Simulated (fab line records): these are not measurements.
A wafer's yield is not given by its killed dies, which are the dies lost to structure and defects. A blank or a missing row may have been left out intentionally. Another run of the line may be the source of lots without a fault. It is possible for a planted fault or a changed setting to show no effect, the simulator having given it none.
Which tool did it? | flow gf180mcu | 14 lots, 42 wafers sampled, at 4 steps of a route of 602

== WHAT THE GAUGES SHOWED, per wafer ==
GF_MIM_THK_MEAS_06.
lot  | measured     | on            | MIM_CVD_05_THK (nm)
L115 | day 24 10:48 | film metro-01 | 41.6 42.0 42.6
L116 | day 24 16:24 | film metro-02 | 41.4 42.1 41.6
L117 | day 25 04:53 | film metro-02 | 41.6 42.2 42.2
L118 | day 25 15:13 | film metro-02 | 42.9 42.5 42.4
L119 | day 26 03:59 | film metro-01 | 42.2 42.5 42.7
L121 | day 26 16:01 | film metro-01 | 42.0 42.7 42.6
L122 | day 27 03:09 | film metro-03 | 42.5 41.7 42.7
L123 | day 27 06:58 | film metro-03 | 41.3 41.4 42.1
L124 | day 27 11:31 | film metro-02 | 42.3 42.1 43.2
L125 | day 27 18:07 | film metro-02 | 41.5 42.2 42.5
L126 | day 28 06:11 | film metro-03 | 42.2 41.7 42.2
L128 | day 28 18:25 | film metro-03 | 41.7 40.8 42.0
L130 | day 29 11:17 | film metro-01 | 41.2 41.9 41.7
L135 | day 30 18:11 | film metro-02 | 41.6 42.4 42.4

== WHICH TOOL RAN EACH LOT (tool, then ch and the chambers of the sampled wafers, then the start) ==
lot  | GF_V4_ETCH_17                                 | GF_V4_CVD_23                  | GF_MIM_SPUTTER_01
L115 | rie diel-01 ch 2,3, day 24 09:57 or earlier   | cvd w-02 ch 0,1, day 24 09:57 | pvd sputter-03, day 24 10:38
L116 | rie diel-04 ch 1,2,3, day 24 15:33 or earlier | cvd w-01 ch 0,1, day 24 15:33 | pvd sputter-01, day 24 16:15
L117 | rie diel-02 ch 0,3, day 25 04:02 or earlier   | cvd w-01 ch 0, day 25 04:02   | pvd sputter-02, day 25 04:43
L118 | rie diel-01 ch 1,2, day 25 14:22 or earlier   | cvd w-02 ch 0,1, day 25 14:22 | pvd sputter-01, day 25 15:02
L119 | rie diel-02 ch 0,3, day 26 03:10 or earlier   | cvd w-01 ch 0,1, day 26 03:10 | pvd sputter-03, day 26 03:49
L121 | rie diel-02 ch 1,2, day 26 15:11 or earlier   | cvd w-01 ch 0,1, day 26 15:11 | pvd sputter-02, day 26 15:50
L122 | rie diel-01 ch 0,1,2, day 27 02:18 or earlier | cvd w-01 ch 0,1, day 27 02:18 | pvd sputter-03, day 27 02:59
L123 | rie diel-04 ch 1,2,3, day 27 06:08 or earlier | cvd w-01 ch 0,1, day 27 06:08 | pvd sputter-01, day 27 06:47
L124 | rie diel-01 ch 1,3, day 27 10:40 or earlier   | cvd w-02 ch 0,1, day 27 10:40 | pvd sputter-01, day 27 11:21
L125 | rie diel-01 ch 1,2, day 27 17:17 or earlier   | cvd w-01 ch 0,1, day 27 17:17 | pvd sputter-03, day 27 17:56
L126 | rie diel-04 ch 0,1,3, day 28 05:20 or earlier | cvd w-02 ch 0,1, day 28 05:20 | pvd sputter-01, day 28 05:59
L128 | rie diel-04 ch 1,2,3, day 28 17:34 or earlier | cvd w-01 ch 0, day 28 17:34   | pvd sputter-02, day 28 18:16
L130 | rie diel-01 ch 0,1,2, day 29 10:26 or earlier | cvd w-01 ch 0,1, day 29 10:26 | pvd sputter-01, day 29 11:08
L135 | rie diel-02 ch 0,1,3, day 30 17:22 or earlier | cvd w-01 ch 0,1, day 30 17:22 | pvd sputter-01, day 30 18:01
- GF_V4_ETCH_17: etches SiO2 in C4F8/O2/Ar, stops on TiN, target depth 630 nm.
- GF_V4_CVD_23: deposits W, target thk 350 nm, time 104.9 s.
- GF_MIM_SPUTTER_01: material TiN, target thk 30 nm, time 25 s.

== AS READ BY THE TOOLS THEMSELVES (means over the sampled wafers that have a number; for cases with no such wafer, the mark the record gives instead) ==
GF_V4_ETCH_17.
lot  | tool        | oes product au (a.u.)
L115 | rie diel-01 | 0.855
L116 | rie diel-04 | 0.857
L117 | rie diel-02 | 0.852
L118 | rie diel-01 | 0.858
L119 | rie diel-02 | 0.853
L121 | rie diel-02 | 0.854
L122 | rie diel-01 | 0.857
L123 | rie diel-04 | 0.856
L124 | rie diel-01 | 0.859
L125 | rie diel-01 | 0.853
L126 | rie diel-04 | 0.853
L128 | rie diel-04 | 0.860
L130 | rie diel-01 | 0.863
L135 | rie diel-02 | 0.854

GF_V4_CVD_23.
lot  | tool     | heater power w (W)
L115 | cvd w-02 | 946
L116 | cvd w-01 | 831
L117 | cvd w-01 | 944
L118 | cvd w-02 | 955
L119 | cvd w-01 | 880
L121 | cvd w-01 | 822
L122 | cvd w-01 | 837
L123 | cvd w-01 | 822
L124 | cvd w-02 | 855
L125 | cvd w-01 | 900
L126 | cvd w-02 | 954
L128 | cvd w-01 | 941
L130 | cvd w-01 | 894
L135 | cvd w-01 | 892

GF_MIM_SPUTTER_01.
lot  | tool           | throttle valve pct (%)
L115 | pvd sputter-03 | 30.5
L116 | pvd sputter-01 | 29.9
L117 | pvd sputter-02 | 30.6
L118 | pvd sputter-01 | 29.9
L119 | pvd sputter-03 | 29.6
L121 | pvd sputter-02 | 30.3
L122 | pvd sputter-03 | 30.0
L123 | pvd sputter-01 | 29.7
L124 | pvd sputter-01 | 30.5
L125 | pvd sputter-03 | 30.6
L126 | pvd sputter-01 | 30.2
L128 | pvd sputter-02 | 29.9
L130 | pvd sputter-01 | 30.4
L135 | pvd sputter-01 | 30.4

== THE ANSWER, worked out from the rows above alone ==
Rule: what is usual is taken from the lots themselves. The widest of any qualifying gaps counts: lots, ordered by their means at a reading, are off when they make up no more than a third of the lots, leave a main group of 4 or more, and stand apart from it by 3 or more times the standard deviation of that group's means. A main group whose means are all the same, to the digits that the tables above print for the reading, isn't used. Also off: a lot with no number at a reading for which 4 or more lots have one. The other lots that the step has rows for count as sound. Order of review: gauges by route order, followed by the tools' own readings, for which a lot's mean as printed above is used. At the first step where some lot is off, the reading lying furthest off is the one used; lots without a number count as furthest.
None of the lots is off at any reading shown; this tells nothing.

== WHAT HAD BEEN PUT IN BY THE SIMULATOR ==
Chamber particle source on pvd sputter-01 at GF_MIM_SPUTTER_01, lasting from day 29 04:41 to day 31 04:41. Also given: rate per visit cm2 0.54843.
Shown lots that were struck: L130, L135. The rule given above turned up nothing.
